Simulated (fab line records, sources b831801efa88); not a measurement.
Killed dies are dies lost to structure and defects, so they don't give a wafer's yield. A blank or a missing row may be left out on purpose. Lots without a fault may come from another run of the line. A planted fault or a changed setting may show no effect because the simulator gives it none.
Problem report in the 8D (eight disciplines) form, filled by code | flow gf180mcu | the parts of the form that need people (team, actions taken, sign-off) are left out

1. THE PROBLEM
platen_rpm at GF_V2_CMP_26 reads a mean of 54.02 rpm on 6 wafers of 2 lots; wafers without a fault read 59.99 rpm with a standard deviation of 0.04. That is -99 or more standard deviations from the usual mean.
The step: polishes, stops on SiO2, t overpolish 15 s, target thk 0 nm.
First seen on wafer L681.3, day 24 01:17, on cmp-01. The record holds 36 wafers of 12 lots with a number at this step. Rule for "out", or "out of limits": more than 4 standard deviations from the usual mean. The other wafers with a number count as sound.

2. WHAT IT IS AND WHAT IT IS NOT
question                    | is                     | is not
which readings at this step | platen_rpm             | motor_current_A, overpolish_run_s
which lots                  | L681, L682             | L671, L672, L673, L675, L676, L679, L691, L692, L693, L694
which wafers of those lots  | all that have a number | -
read on which tools         | cmp-01                 | cmp-02
when                        | from day 24 01:17      | up to then (18 sound wafers); but 12 sound wafers of L691, L692, L693, L694 came after

3. SUSPECTS, AND WHAT RULES EACH OUT
Counting: a tool at a process step up to the reading stays a suspect if it ran every lot that is out and no sound lot after the first of them.
- cmp-01 at GF_V2_CMP_26 (polishes, stops on SiO2, t overpolish 15 s, target thk 0 nm): ruled out as a lasting fault. Sound lots L691, L692, L693 ran on it after its first lot that is out, L681 (day 24 01:17).
Left after counting: nothing in the record.

4. THE CAUSE (what the simulator had put in)
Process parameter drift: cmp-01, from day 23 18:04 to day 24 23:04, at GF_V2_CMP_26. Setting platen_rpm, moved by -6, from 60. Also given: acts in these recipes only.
Counting ruled it out, wrongly.

5. THE CHAIN OF EFFECTS, in route order
Each row: a reading whose mean over the struck wafers that have a number lies more than 3 standard deviations from the usual. Only readings for which the record gives a usual standard deviation are gone through. hours: the time from each lot's start at the first step in this table that gives one to its start at this step, as a median over the lots. sigmas: the change in usual standard deviations.
hours | step         | reading    | usual     | on struck wafers | change | sigmas
0     | GF_V2_CMP_26 | platen_rpm | 59.99 rpm | 54.02            | -5.97  | -99 or more
The process steps in it:
- GF_V2_CMP_26: polishes, stops on SiO2, t overpolish 15 s, target thk 0 nm.

6. WHAT WOULD HAVE CAUGHT IT SOONER
In this record the first reading out of limits was taken at day 24 01:17, 7 hours after the fault began at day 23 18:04.
